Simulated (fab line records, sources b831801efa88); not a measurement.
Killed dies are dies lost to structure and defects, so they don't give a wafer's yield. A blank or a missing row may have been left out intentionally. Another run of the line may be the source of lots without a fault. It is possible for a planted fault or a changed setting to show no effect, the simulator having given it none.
fab line records    flow sky130
record lots=12  wafers=36  last-day=50
route steps=708 shown METAL1@452 VIA1@466 PAD_OPEN@708
lots that met no fault: taken from a fault-free run of the same line
start-h: the number of hours between the record's first day and the start of the first shown wafer of the lot    wait-h: hours since the lot's step before    " unchanged from the row above    L1.1+2: a single row standing in for several wafers    - no value present, or no start provided    * or withheld: withheld    < > ~ a bound
route shown NAME@n: NAME is a module with steps in the file, n the number in the route of the first one    usual: mean/standard deviation of fault-free wafers    same: alike in all rows    chamber/n: place in a boat    sites: per-site readings    _std_site: the standard deviation of these    _edge_site: outer sites' mean less inner sites'    radius-mm: how far each site lies from the wafer's centre    mask NAME#n: copy n    behind: the tool/chamber that last shaped the wafer    hold: the reason the lot was held/the length of the hold in hours/how it ended    device: whichever transistor did not switch (one of n, p or np)    end of line: tests run on the same wafers once the route is complete    a step given without rows: its recipe and nothing more    killed: not the wafer's yield, but the dies lost to structure and defects at the first sort    map: dies across one wafer; x = killed, . = not, _ = none there
set.NAME: setting as actually run; set.NAME@STEP: the setting as run at that earlier step    model.NAME: the simulator's own value behind a step, which no gauge read
route steps across a sampled set of lots; one table per step, one row per wafer
services: from which hour (start-h, from the record's first day; less than 0 if before it) a tool's chamber was out of use, for how many hours, and why
## steps
# step SKY_METAL1_ETCH_18
# recipe chemistry=N2/H2  target=BARC  ion-energy-ev=200  bias-w=100  pressure-mtorr=30  n2-flow-sccm=100  h2-flow-sccm=200  icp-w=500  stop-on=SiO2  time-s=45.9  target-depth-a=600
# usual drypump-motor-current-A=5.94/0.27  oes-product-au=0.854/0.0046  throttle-valve-pct=13.226/0.009
lot.wafer  tool          chamber  start-h  wait-h  drypump-motor-current-A  oes-product-au  rf-hours-counter-h  throttle-valve-pct
L550.1     rie-metal-04  0        798.12   0.0     5.65                     0.850           8                   13.241
L550.4     "             0        "        "       5.64                     0.857           -                   13.225
L550.5     "             1        "        "       5.72                     0.851           -                   13.224
L553.3     rie-metal-03  0        825.07   0.0     5.64                     0.854           -                   13.225
L553.4     "             1        "        "       6.02                     0.854           -                   13.231
L553.6     "             1        "        "       6.01                     0.854           -                   13.236
L555.1     rie-metal-04  0        860.87   0.0     5.69                     0.852           10                  13.219
L555.2     "             1        "        "       5.75                     0.856           3                   13.239
L555.4     "             0        "        "       5.68                     0.853           -                   13.226
L559.1     rie-metal-02  0        873.62   0.0     6.02                     0.855           2                   13.219
L559.5     "             0        "        "       6.02                     0.858           -                   13.222
L559.6     "             1        "        "       6.36                     0.857           -                   13.222
L558.1     rie-metal-03  0        873.64   0.0     5.58                     0.851           7                   13.218
L558.5     "             1        "        "       5.99                     0.850           -                   13.226
L558.6     "             0        "        "       5.56                     0.858           -                   13.223
L560.4     rie-metal-04  0        876.66   0.0     5.67                     0.857           -                   13.240
L560.5     "             1        "        "       5.75                     0.852           -                   13.224
L560.6     "             0        "        "       5.63                     0.858           -                   13.239
L561.3     rie-metal-03  1        888.91   0.0     6.03                     0.849           -                   13.223
L561.5     "             0        "        "       5.58                     0.849           -                   13.219
L561.6     "             1        "        "       5.98                     0.854           -                   13.228
L562.2     rie-metal-04  1        893.58   0.0     5.76                     0.852           5                   13.211
L562.3     "             0        "        "       5.67                     0.859           -                   13.221
L562.5     "             1        "        "       5.73                     0.851           -                   13.223
L563.2     rie-metal-03  1        899.23   0.0     6.01                     0.851           5                   13.236
L563.3     "             1        "        "       6.02                     0.858           -                   13.221
L563.5     "             1        "        "       5.96                     0.850           -                   13.219
L564.2     rie-metal-02  0        905.79   0.1     6.01                     0.861           -                   13.220
L564.3     "             0        "        "       6.02                     0.854           -                   13.236
L564.4     "             0        "        "       6.01                     0.850           -                   13.216
L568.1     rie-metal-03  1        933.62   0.0     5.96                     0.853           6                   13.226
L568.2     "             0        "        "       5.61                     0.850           9                   13.243
L568.5     "             0        "        "       5.60                     0.858           -                   13.231
L570.1     rie-metal-04  0        944.33   0.0     5.68                     0.858           14                  13.247
L570.4     "             1        "        "       5.76                     0.846           -                   13.229
L570.5     "             0        "        "       5.65                     0.860           -                   13.215
# step SKY_METAL1_STRIP_20
# recipe chemistry=O2/N2  power-w=1400  pressure-mtorr=1500  platen-temp-c=withheld  o2-flow-sccm=3000  n2-flow-sccm=300  overash-fraction=0.5
# usual drypump-motor-current-A=6.0/0.45  oes-product-au=0.344/0.0046  strip-time-to-endpoint-s=2.71/0.037
lot.wafer  tool             chamber  start-h  wait-h  drypump-motor-current-A  oes-product-au  rf-hours-counter-h  strip-time-to-endpoint-s
L550.1     plasma-asher-04  1        798.27   0.1     6.0                      0.339           98                  2.76
L550.4     "                0        "        "       6.5                      0.343           -                   2.76
L550.5     "                0        "        "       6.5                      0.350           -                   2.79
L553.3     plasma-asher-02  0        825.28   0.1     5.1                      0.339           -                   2.75
L553.4     "                1        "        "       6.6                      0.342           -                   2.71
L553.6     "                0        "        "       5.1                      0.346           -                   2.69
L555.1     plasma-asher-02  0        861.02   0.1     5.1                      0.344           78                  2.73
L555.2     "                1        "        "       6.6                      0.342           78                  2.76
L555.4     "                0        "        "       5.1                      0.344           -                   2.70
L559.1     plasma-asher-04  0        873.77   0.1     6.5                      0.350           106                 2.68
L559.5     "                1        "        "       6.0                      0.349           -                   2.70
L559.6     "                0        "        "       6.5                      0.341           -                   2.76
L558.1     plasma-asher-02  0        873.79   0.1     5.1                      0.338           79                  2.73
L558.5     "                1        "        "       6.6                      0.338           -                   2.69
L558.6     "                0        "        "       5.1                      0.343           -                   2.74
L560.4     plasma-asher-04  1        876.82   0.1     6.0                      0.346           -                   2.68
L560.5     "                1        "        "       6.0                      0.340           -                   2.70
L560.6     "                0        "        "       6.5                      0.350           -                   2.68
L561.3     plasma-asher-04  1        889.07   0.1     6.0                      0.343           -                   2.69
L561.5     "                1        "        "       6.0                      0.349           -                   2.75
L561.6     "                0        "        "       6.5                      0.345           -                   2.69
L562.2     plasma-asher-02  0        893.74   0.1     5.1                      0.342           81                  2.71
L562.3     "                0        "        "       5.1                      0.341           -                   2.74
L562.5     "                1        "        "       6.7                      0.344           -                   2.77
L563.2     plasma-asher-02  1        899.39   0.1     6.6                      0.342           82                  2.71
L563.3     "                0        "        "       5.1                      0.339           -                   2.72
L563.5     "                1        "        "       6.7                      0.356           -                   2.69
L564.2     plasma-asher-03  0        906.07   0.1     6.0                      0.339           13                  2.67
L564.3     "                0        "        "       6.0                      0.346           -                   2.65
L564.4     "                1        "        "       5.8                      0.337           -                   2.68
L568.1     plasma-asher-02  1        933.77   0.1     6.6                      0.346           85                  2.73
L568.2     "                0        "        "       5.1                      0.345           85                  2.74
L568.5     "                0        "        "       5.1                      0.342           -                   2.73
L570.1     plasma-asher-03  1        944.49   0.1     5.7                      0.342           17                  2.68
L570.4     "                0        "        "       6.0                      0.339           -                   2.73
L570.5     "                1        "        "       5.8                      0.339           -                   2.68
# step SKY_VIA1_SOFTBAKE_08
# recipe temp-c=100  time-s=90  resist=KrF-thick
# usual heater-power-total-W=57.35/0.11  run-length-s=119.02/0.11
lot.wafer  tool            chamber  start-h  wait-h  heater-power-total-W  run-length-s
L550.1     litho-track-01  0        812      -       57.36                 118.92
L550.4     "               0        "        "       57.56                 118.83
L550.5     "               0        "        "       57.43                 118.86
L553.3     litho-track-01  0        839      -       57.46                 119.13
L553.4     "               0        "        "       57.15                 118.96
L553.6     "               0        "        "       57.27                 119.19
L555.1     litho-track-01  0        875      -       57.16                 119.03
L555.2     "               0        "        "       57.23                 118.85
L555.4     "               0        "        "       57.39                 119.09
L558.1     litho-track-03  0        888      -       57.38                 119.15
L558.5     "               0        "        "       57.27                 119.23
L558.6     "               0        "        "       57.31                 119.03
L559.1     litho-track-02  0        888      -       57.42                 118.97
L559.5     "               0        "        "       57.32                 119.04
L559.6     "               0        "        "       57.27                 119.24
L560.4     litho-track-03  0        890      -       57.51                 119.13
L560.5     "               0        "        "       57.22                 119.00
L560.6     "               0        "        "       57.21                 119.10
L561.3     litho-track-01  0        902      -       57.43                 119.03
L561.5     "               0        "        "       57.43                 119.03
L561.6     "               0        "        "       57.53                 119.11
L562.2     litho-track-02  0        907      -       57.47                 119.20
L562.3     "               0        "        "       57.43                 118.94
L562.5     "               0        "        "       57.42                 118.90
L563.2     litho-track-02  0        913      -       57.35                 118.96
L563.3     "               0        "        "       57.15                 118.86
L563.5     "               0        "        "       57.55                 119.07
L564.2     litho-track-03  0        919      -       57.35                 119.14
L564.3     "               0        "        "       57.49                 119.00
L564.4     "               0        "        "       57.38                 119.05
L568.1     litho-track-03  0        947      -       58.06                 116.10
L568.2     "               0        "        "       57.97                 116.05
L568.5     "               0        "        "       58.05                 116.26
L570.1     litho-track-03  0        957      -       57.90                 116.12
L570.4     "               0        "        "       58.07                 116.19
L570.5     "               0        958      -       57.85                 116.04
# step SKY_VIA1_CD_MEAS_12
# recipe target-cd-nm=150
# usual cd-nm=150.0/1.8
lot.wafer  tool       chamber  start-h  wait-h  cd-nm
L550.1     cd-sem-01  -        825.87   -       149.1
L550.4     "          -        "        "       147.3
L550.5     "          -        "        "       149.8
L553.3     cd-sem-01  -        852.87   -       149.1
L553.4     "          -        "        "       149.1
L553.6     "          -        "        "       149.4
L555.1     cd-sem-02  -        888.67   -       150.7
L555.2     "          -        "        "       151.3
L555.4     "          -        "        "       149.8
L558.1     cd-sem-02  -        901.08   -       149.2
L558.5     "          -        "        "       150.3
L558.6     "          -        "        "       149.0
L559.1     cd-sem-01  -        901.17   -       153.2
L559.5     "          -        "        "       153.0
L559.6     "          -        "        "       154.7
L560.4     cd-sem-02  -        903.88   -       152.8
L560.5     "          -        "        "       152.8
L560.6     "          -        "        "       151.7
L561.3     cd-sem-01  -        915.56   -       150.8
L561.5     "          -        "        "       150.2
L561.6     "          -        "        "       150.0
L562.2     cd-sem-02  -        920.24   -       147.9
L562.3     "          -        "        "       146.4
L562.5     "          -        "        "       148.0
L563.2     cd-sem-01  -        925.85   -       148.5
L563.3     "          -        "        "       147.4
L563.5     "          -        "        "       148.6
L564.2     cd-sem-02  -        932.39   -       151.0
L564.3     "          -        "        "       152.2
L564.4     "          -        "        "       152.1
L568.1     cd-sem-02  -        959.97   -       150.3
L568.2     "          -        "        "       150.5
L568.5     "          -        "        "       150.8
L570.1     cd-sem-02  -        969.72   -       149.8
L570.4     "          -        "        "       147.7
L570.5     "          -        "        "       149.6
# step SKY_PAD_OPEN_PROBE_99
# usual defect-limited-yield=82.3/2.2  killed_at_M0_to_M3=43/7.3  killed_at_M4_up=3.2/1.9  killed-at-contacts=25/5.4  killed-at-front-end=16/4.4  killed-at-other=0.4/0.66  killed-dies=87/11  killed-open=48/7.9  killed-short=39/6.5  sort_bin_3_pad_short=0.8/0.43  sort_bin_5_function=10.5/1.6  sort_bin_6_memory=6.4/1.2  sort-n-pass=405/11  sort-yield-pct=82.3/2.2
# same gross-dies=492  killed-at-back-side=0  sort_bin_4_leakage[%]=0  sort_bin_8_speed[%]=0
lot.wafer  tool       chamber  start-h  wait-h  defect-limited-yield[%]  killed_at_M0_to_M3  killed_at_M4_up  killed-at-contacts  killed-at-front-end  killed-at-other  killed-dies  killed-open  killed-short  sort_bin_3_pad_short[%]  sort_bin_5_function[%]  sort_bin_6_memory[%]  sort-n-pass  sort-yield-pct[%]
L550.1     prober-02  -        1107.52  0.1     82.7                     35                  6                29                  14                   1                85           45           40            0.8                      9.1                     7.3                   407          82.7
L550.4     prober-02  -        1107.67  0.2     81.3                     46                  2                27                  17                   0                92           55           37            1.4                      12.4                    4.9                   400          81.3
L550.5     prober-02  -        1107.72  0.2     79.1                     52                  3                29                  19                   0                103          63           40            1.4                      12.2                    7.3                   389          79.1
L553.3     prober-02  -        1129.76  0.2     78.3                     55                  3                33                  16                   0                107          61           46            1.8                      12.4                    7.5                   385          78.3
L553.4     prober-02  -        1129.81  0.2     77.8                     56                  7                30                  14                   2                109          62           47            0.6                      13.8                    7.7                   383          77.8
L553.6     prober-02  -        1129.91  0.2     82.3                     48                  2                29                  8                    0                87           52           35            1.2                      11.2                    5.3                   405          82.3
L560.4     prober-01  -        1166.77  0.2     82.7                     47                  3                22                  12                   1                85           44           40            0.8                      11.6                    4.9                   407          82.7
L560.5     prober-01  -        1166.82  0.2     85.4                     37                  3                24                  8                    0                72           36           36            0.6                      10.0                    4.1                   420          85.4
L560.6     prober-01  -        1166.87  0.2     79.5                     57                  9                19                  16                   0                101          51           50            1.0                      10.2                    9.3                   391          79.5
L561.3     prober-02  -        1174.93  0.2     83.3                     42                  2                23                  15                   0                82           43           39            0.4                      11.0                    5.3                   410          83.3
L561.5     prober-02  -        1175.03  0.2     79.5                     46                  2                36                  16                   1                101          57           44            0.6                      12.2                    7.7                   391          79.5
L561.6     prober-02  -        1175.08  0.2     80.1                     48                  1                32                  17                   0                98           59           39            0.6                      11.8                    7.5                   394          80.1
L562.2     prober-01  -        1178.49  0.1     83.7                     41                  2                20                  17                   0                80           53           27            0.8                      10.0                    5.5                   412          83.7
L562.3     prober-01  -        1178.54  0.2     80.1                     50                  5                22                  21                   0                98           40           58            1.6                      12.0                    6.3                   394          80.1
L562.5     prober-01  -        1178.64  0.2     81.1                     48                  1                29                  15                   0                93           56           36            0.8                      12.0                    6.1                   399          81.1
L563.2     prober-02  -        1179.98  0.1     80.9                     45                  4                26                  19                   0                94           51           43            1.4                      11.4                    6.3                   398          80.9
L563.3     prober-02  -        1180.03  0.2     85.0                     42                  3                17                  12                   0                74           45           29            1.0                      7.3                     6.7                   418          85.0
L563.5     prober-02  -        1180.13  0.2     82.1                     46                  3                25                  12                   2                88           49           38            0.6                      9.6                     7.7                   404          82.1
L568.1     prober-01  -        1204.95  0.1     82.7                     39                  5                19                  22                   0                85           43           41            1.8                      9.3                     6.1                   407          82.7
L568.2     prober-01  -        1205.00  0.1     83.7                     36                  6                21                  17                   0                80           41           38            0.2                      10.2                    5.9                   412          83.7
L568.5     prober-01  -        1205.15  0.2     78.9                     55                  7                25                  16                   1                104          57           45            2.0                      10.4                    8.7                   388          78.9
L570.1     prober-01  -        1209.79  0.1     81.9                     50                  2                20                  15                   2                89           46           43            0.8                      10.6                    6.7                   403          81.9
L570.4     prober-01  -        1209.94  0.2     85.4                     42                  1                17                  11                   1                72           39           33            0.4                      7.1                     7.1                   420          85.4
L570.5     prober-01  -        1209.99  0.2     79.7                     57                  1                29                  13                   0                100          48           52            0.8                      11.6                    7.9                   392          79.7
# killed by level:class
L550.1 VIA1:geometric-particle:open=11 CONTACT:geometric-particle:open=11 FIELD_ISO:geometric-particle:open=6 VIA2:geometric-particle:open=5 LI_CONTACT:geometric-particle:open=5 CONTACT:geometric-particle:short=5 METAL3:geometric-particle:short=5 METAL4:geometric-particle:short=5
L550.4 VIA2:geometric-particle:open=12 CONTACT:geometric-particle:open=11 LI_CONTACT:geometric-particle:open=8 METAL2:geometric-particle:short=8 VIA1:geometric-particle:open=7 FIELD_ISO:geometric-particle:open=6 CONTACT:geometric-particle:short=6 METAL1:geometric-particle:short=6
L550.5 VIA1:geometric-particle:open=16 CONTACT:geometric-particle:open=13 LI_CONTACT:geometric-particle:open=9 VIA2:geometric-particle:open=7 METAL2:geometric-particle:short=6 FIELD_ISO:geometric-particle:short=5 VIA3:geometric-particle:short=5 VIA1:geometric-particle:short=5
L553.3 CONTACT:geometric-particle:open=18 VIA1:geometric-particle:open=15 METAL1:geometric-particle:short=8 VIA2:geometric-particle:open=8 CONTACT:geometric-particle:short=7 VIA3:geometric-particle:open=6 METAL2:geometric-particle:short=6 FIELD_ISO:geometric-particle:short=5
L553.4 VIA1:geometric-particle:open=16 CONTACT:geometric-particle:open=13 VIA3:geometric-particle:open=7 METAL4:geometric-particle:short=7 FIELD_ISO:geometric-particle:open=6 LI_CONTACT:geometric-particle:open=6 METAL2:geometric-particle:short=6 LOCAL_INTERCONNECT:geometric-particle:short=5
L553.6 CONTACT:geometric-particle:open=10 LI_CONTACT:geometric-particle:open=9 VIA1:geometric-particle:open=9 VIA3:geometric-particle:open=8 VIA2:geometric-particle:open=6 LI_CONTACT:geometric-particle:short=5 METAL2:geometric-particle:short=5 VIA2:geometric-particle:short=5
L560.4 VIA1:geometric-particle:open=9 METAL2:geometric-particle:short=7 VIA2:geometric-particle:open=7 VIA3:geometric-particle:open=6 FIELD_ISO:geometric-particle:open=5 FIELD_ISO:geometric-particle:short=5 LI_CONTACT:geometric-particle:open=5 CONTACT:geometric-particle:short=5
L560.5 VIA1:geometric-particle:open=12 CONTACT:geometric-particle:open=8 LOCAL_INTERCONNECT:geometric-particle:short=6 METAL1:geometric-particle:short=6 LI_CONTACT:geometric-particle:open=5 VIA3:geometric-particle:open=4 METAL3:geometric-particle:short=4 LI_CONTACT:geometric-particle:short=3
L560.6 VIA1:geometric-particle:open=15 METAL2:geometric-particle:short=9 CONTACT:geometric-particle:short=7 CONTACT:geometric-particle:open=7 VIA3:geometric-particle:open=6 VIA2:geometric-particle:open=6 METAL4:geometric-particle:short=6 POLY_GATE:geometric-particle:short=5
L561.3 CONTACT:geometric-particle:open=11 VIA1:geometric-particle:open=8 POLY_GATE:geometric-particle:open=6 LOCAL_INTERCONNECT:geometric-particle:short=6 VIA1:geometric-particle:short=5 VIA2:geometric-particle:open=5 METAL2:geometric-particle:short=5 VIA3:geometric-particle:open=5
L561.5 CONTACT:geometric-particle:open=20 VIA1:geometric-particle:open=8 VIA3:geometric-particle:open=7 METAL2:geometric-particle:short=6 LI_CONTACT:geometric-particle:open=5 LOCAL_INTERCONNECT:geometric-particle:short=5 VIA3:geometric-particle:short=5 FIELD_ISO:geometric-particle:short=4
L561.6 VIA2:geometric-particle:open=12 CONTACT:geometric-particle:open=9 POLY_GATE:geometric-particle:open=9 LI_CONTACT:geometric-particle:open=9 METAL1:geometric-particle:short=9 VIA1:geometric-particle:open=6 VIA3:geometric-particle:short=5 FIELD_ISO:geometric-particle:open=4
L562.2 VIA2:geometric-particle:open=11 VIA1:geometric-particle:open=9 LI_CONTACT:geometric-particle:open=8 FIELD_ISO:geometric-particle:open=6 CONTACT:geometric-particle:open=6 METAL2:geometric-particle:short=5 VIA3:geometric-particle:open=5 FIELD_ISO:geometric-particle:short=4
L562.3 VIA1:geometric-particle:open=11 FIELD_ISO:geometric-particle:short=9 METAL3:geometric-particle:short=7 VIA2:geometric-particle:open=6 METAL1:geometric-particle:short=5 POLY_GATE:geometric-particle:short=5 LI_CONTACT:geometric-particle:open=5 CONTACT:geometric-particle:short=5
L562.5 LI_CONTACT:geometric-particle:open=13 VIA3:geometric-particle:open=12 VIA1:geometric-particle:open=10 CONTACT:geometric-particle:open=7 FIELD_ISO:geometric-particle:open=5 METAL2:geometric-particle:short=5 METAL1:geometric-particle:short=5 CONTACT:geometric-particle:short=4
L563.2 CONTACT:geometric-particle:open=10 VIA3:geometric-particle:open=9 FIELD_ISO:geometric-particle:short=5 CONTACT:geometric-particle:short=5 VIA1:geometric-particle:open=5 LI_CONTACT:geometric-particle:open=5 VIA2:geometric-particle:open=5 POLY_GATE:geometric-particle:open=4
L563.3 VIA3:geometric-particle:open=9 VIA1:geometric-particle:open=9 CONTACT:geometric-particle:open=8 METAL1:geometric-particle:short=7 VIA1:geometric-particle:short=5 FIELD_ISO:geometric-particle:open=4 LI_CONTACT:geometric-particle:open=4 POLY_GATE:geometric-particle:short=3
L563.5 VIA1:geometric-particle:open=13 CONTACT:geometric-particle:open=8 LI_CONTACT:geometric-particle:open=7 CONTACT:geometric-particle:short=7 METAL1:geometric-particle:short=7 VIA3:geometric-particle:open=6 FIELD_ISO:geometric-particle:short=4 METAL3:geometric-particle:short=3
L568.1 VIA3:geometric-particle:open=9 VIA2:geometric-particle:open=7 METAL1:geometric-particle:short=6 CONTACT:geometric-particle:open=6 FIELD_ISO:geometric-particle:open=5 FIELD_ISO:geometric-particle:short=4 POLY_GATE:geometric-particle:open=4 SPACER:geometric-particle:short=4
L568.2 VIA1:geometric-particle:open=10 LI_CONTACT:geometric-particle:open=8 CONTACT:geometric-particle:short=5 METAL2:geometric-particle:short=5 FIELD_ISO:geometric-particle:open=4 CONTACT:geometric-particle:open=4 METAL1:geometric-particle:short=4 VIA1:geometric-particle:short=4
L568.5 VIA1:geometric-particle:open=13 LI_CONTACT:geometric-particle:open=12 METAL2:geometric-particle:short=8 VIA3:geometric-particle:open=7 CONTACT:geometric-particle:open=7 METAL1:geometric-particle:short=6 VIA2:geometric-particle:short=4 VIA2:geometric-particle:open=4
L570.1 VIA1:geometric-particle:open=13 VIA2:geometric-particle:open=7 METAL2:geometric-particle:short=7 METAL1:geometric-particle:short=6 CONTACT:geometric-particle:open=6 VIA1:geometric-particle:short=6 CONTACT:geometric-particle:short=4 POLY_GATE:geometric-particle:open=4
L570.4 VIA1:geometric-particle:open=12 VIA3:geometric-particle:open=7 LI_CONTACT:geometric-particle:open=6 POLY_GATE:geometric-particle:short=4 LOCAL_INTERCONNECT:geometric-particle:short=4 METAL1:geometric-particle:short=4 VIA1:geometric-particle:short=4 VIA3:geometric-particle:short=4
L570.5 LI_CONTACT:geometric-particle:open=9 CONTACT:geometric-particle:open=8 VIA1:geometric-particle:short=8 VIA2:geometric-particle:open=8 VIA1:geometric-particle:open=7 VIA2:geometric-particle:short=7 FIELD_ISO:geometric-particle:open=6 METAL1:geometric-particle:short=6
## services
tool             chamber  start-h  hours  kind
rie-metal-02     0        783.89   5.2    repair
plasma-asher-03  -        788.06   2.8    pm
rie-metal-02     0        789.06   -      clean
rie-metal-02     0        789.06   31.7   scheduled-down
rie-metal-02     0        789.06   31.7   vent-cycle
rie-metal-03     -        810.61   2.8    pm
plasma-asher-03  -        831.59   2.0    repair
plasma-asher-03  -        833.76   28.1   pm
rie-metal-04     -        857.19   2.8    pm
rie-metal-02     1        879.27   -      clean
rie-metal-02     1        879.27   30.8   scheduled-down
rie-metal-02     1        879.27   30.8   vent-cycle
## key
first-sign step=SKY_VIA1_SOFTBAKE_08  reading=run-length-s  direction=down  sigmas=26  usual=*  struck=*
effect step=SKY_VIA1_SOFTBAKE_08  reading=heater-power-total-W  direction=up  sigmas=5.5  usual=*  struck=*
met-at SKY_VIA1_SOFTBAKE_08
struck-lots L568,L570
not-acting-at SKY_METAL1_ETCH_18,SKY_METAL1_STRIP_20,SKY_VIA1_CD_MEAS_12
onset-between 919 947
fault kind=process-parameter-drift  tool=litho-track-03  chamber=-  onset-h=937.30  steps=SKY_VIA1_SOFTBAKE_08  channel=time-s  offset=*  shape=step  end-h=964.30  acts-in=*  stated=*
